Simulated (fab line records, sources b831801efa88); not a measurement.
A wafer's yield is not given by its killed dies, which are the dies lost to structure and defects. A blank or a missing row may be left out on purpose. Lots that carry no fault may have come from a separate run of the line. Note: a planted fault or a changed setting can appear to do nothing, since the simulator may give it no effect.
Which tool is to blame? | flow gf180mcu | 45 wafers from 15 lots sampled at 3 of the route's 602 steps

== WHAT THE GAUGES READ, wafer by wafer ==
GF_POLY_GATE_CD_MEAS_10 targets a cd of 280 nm.
lot  | measured     | on        | cd-nm (nm)
L627 | day 9 12:25  | cd-sem-02 | 277.9 278.8 278.6
L629 | day 9 20:08  | cd-sem-01 | 280.2 280.0 281.5
L630 | day 10 02:02 | cd-sem-02 | 281.1 280.6 279.0
L631 | day 10 06:08 | cd-sem-02 | 279.2 279.5 279.1
L635 | day 11 15:40 | cd-sem-01 | 280.5 279.8 278.1
L637 | day 12 06:56 | cd-sem-01 | 281.1 281.5 282.4
L640 | day 12 19:02 | cd-sem-02 | 280.8 278.9 280.4
L641 | day 13 10:17 | cd-sem-02 | 280.0 279.7 278.6
L642 | day 13 22:59 | cd-sem-02 | 281.0 281.2 279.7
L643 | day 13 22:43 | cd-sem-01 | 277.8 278.6 277.1
L646 | day 14 17:47 | cd-sem-02 | 278.6 280.1 280.2
L647 | day 15 15:50 | cd-sem-02 | 280.0 279.7 280.1
L649 | day 15 21:02 | cd-sem-01 | 279.2 281.0 279.6
L648 | day 15 21:23 | cd-sem-01 | 281.0 281.9 282.2
L650 | day 16 07:59 | cd-sem-02 | 279.7 278.2 278.7

== EACH LOT AND THE TOOL THAT RAN IT (in order: tool; ch and the chambers of the sampled wafers; start) ==
lot  | GF_LVPWELL_EXPOSE_04               | GF_VT_IMPLANT_STRIP_42
L627 | iline-stepper-01 ch 0, day 3 20:22 | plasma-asher-02 ch 0,1, day 7 20:17
L629 | iline-stepper-01 ch 0, day 4 03:28 | plasma-asher-04 ch 0,1, day 8 04:34
L630 | iline-stepper-01 ch 0, day 4 08:11 | plasma-asher-01 ch 0,1, day 8 07:10
L631 | iline-stepper-01 ch 0, day 4 14:27 | plasma-asher-04 ch 0,1, day 8 14:25
L635 | iline-stepper-01 ch 0, day 5 14:17 | plasma-asher-04 ch 0,1, day 9 19:35
L637 | iline-stepper-02 ch 0, day 6 02:36 | plasma-asher-02 ch 0,1, day 10 12:04
L640 | iline-stepper-02 ch 0, day 6 11:41 | plasma-asher-01 ch 0,1, day 10 23:22
L641 | iline-stepper-02 ch 0, day 6 18:17 | plasma-asher-01 ch 0,1, day 11 08:11
L642 | iline-stepper-02 ch 0, day 7 05:20 | plasma-asher-02 ch 0,1, day 11 22:37
L643 | iline-stepper-01 ch 0, day 7 06:52 | plasma-asher-02 ch 0,1, day 12 00:04
L646 | iline-stepper-01, day 7 23:14      | plasma-asher-02 ch 0,1, day 12 19:07
L647 | iline-stepper-02, day 8 11:49      | plasma-asher-04 ch 0,1, day 13 08:52
L649 | iline-stepper-02, day 8 19:20      | plasma-asher-01 ch 0,1, day 13 18:56
L648 | iline-stepper-02 ch 0, day 8 20:44 | plasma-asher-04 ch 0,1, day 13 20:37
L650 | iline-stepper-01 ch 0, day 9 01:22 | plasma-asher-02 ch 0,1, day 14 02:22
- GF_LVPWELL_EXPOSE_04: exposes mask LVPWELL, target cd 600 nm.
- GF_VT_IMPLANT_STRIP_42: strips in O2/N2.

== WHAT THE TOOLS THEMSELVES READ (means of the sampled wafers that have a number; where no wafer has one, the mark that the record gives instead) ==
GF_LVPWELL_EXPOSE_04.
lot  | tool             | exposure-dose-mJ-cm2 | focus-offset-nm (nm) | stage-vel-mm-s (mm/s)
L627 | iline-stepper-01 | 260.10               | 0.1                  | 499.73
L629 | iline-stepper-01 | 260.03               | -0.2                 | 500.24
L630 | iline-stepper-01 | 260.07               | 0.4                  | 499.98
L631 | iline-stepper-01 | 259.58               | -0.2                 | 499.70
L635 | iline-stepper-01 | 260.31               | 0.1                  | 500.05
L637 | iline-stepper-02 | 260.29               | -0.1                 | 500.21
L640 | iline-stepper-02 | 260.18               | -0.2                 | 499.74
L641 | iline-stepper-02 | 260.06               | 0.0                  | 499.77
L642 | iline-stepper-02 | 259.97               | -0.3                 | 500.21
L643 | iline-stepper-01 | 259.71               | -0.8                 | 499.97
L646 | iline-stepper-01 | -                    | -                    | -
L647 | iline-stepper-02 | -                    | -                    | -
L649 | iline-stepper-02 | -                    | -                    | -
L648 | iline-stepper-02 | 259.92               | 0.0                  | 500.12
L650 | iline-stepper-01 | 260.08               | 0.0                  | 500.07

GF_VT_IMPLANT_STRIP_42.
lot  | tool            | drypump-motor-current-A (A) | heater-power-w (W) | oes-product-au (a.u.) | strip-time-to-endpoint-s (s)
L627 | plasma-asher-02 | 5.9                         | 329                | 0.716                 | 12.64
L629 | plasma-asher-04 | 5.6                         | 319                | 0.717                 | 12.71
L630 | plasma-asher-01 | 5.8                         | 350                | 0.720                 | 12.64
L631 | plasma-asher-04 | 5.6                         | 320                | 0.721                 | 12.62
L635 | plasma-asher-04 | 5.6                         | 314                | 0.717                 | 12.64
L637 | plasma-asher-02 | 6.0                         | 336                | 0.715                 | 12.65
L640 | plasma-asher-01 | 5.9                         | 333                | 0.710                 | 12.61
L641 | plasma-asher-01 | 6.0                         | 334                | 0.715                 | 12.61
L642 | plasma-asher-02 | 5.9                         | 333                | 0.716                 | 12.64
L643 | plasma-asher-02 | 6.0                         | 337                | 0.711                 | 12.64
L646 | plasma-asher-02 | 6.0                         | 340                | 0.716                 | 12.69
L647 | plasma-asher-04 | 5.6                         | 317                | 0.721                 | 12.64
L649 | plasma-asher-01 | 5.9                         | 338                | 0.719                 | 12.62
L648 | plasma-asher-04 | 5.3                         | 326                | 0.715                 | 12.62
L650 | plasma-asher-02 | 6.0                         | 337                | 0.716                 | 12.66

== THE ANSWER, worked out from the rows above alone ==
Rule: the usual values come from the lots themselves. Put in order of their means at a reading, lots are off if they are a third of the lots or fewer, leave a main group of 4 or more, and stand apart from it by a gap of 3 or more times the standard deviation of the main group's means; of several such gaps the widest counts. If all means in a main group match to the digits the tables above print for the reading, that group is not used. Also off: a lot with no number at a reading for which 4 or more lots have one. All remaining lots with rows at the step are treated as sound. Order of review: gauges by route order, followed by the tools' own readings, for which a lot's mean as printed above is used. The first step at which some lot is off is used, and at that step the reading that is off furthest; a lot without a number counts as furthest.
Off at GF_LVPWELL_EXPOSE_04 (exposure-dose-mJ-cm2): L646, L647, L649. Without a number there: L646, L647, L649. For the main group the mean is 260.02 and the standard deviation 0.2.
If a tool, at that step or one of the process steps before it, ran each lot that is off and ran no sound lot following the first of them, it fits. Of those tried, none fits.

== WHAT THE SIMULATOR PUT IN ==
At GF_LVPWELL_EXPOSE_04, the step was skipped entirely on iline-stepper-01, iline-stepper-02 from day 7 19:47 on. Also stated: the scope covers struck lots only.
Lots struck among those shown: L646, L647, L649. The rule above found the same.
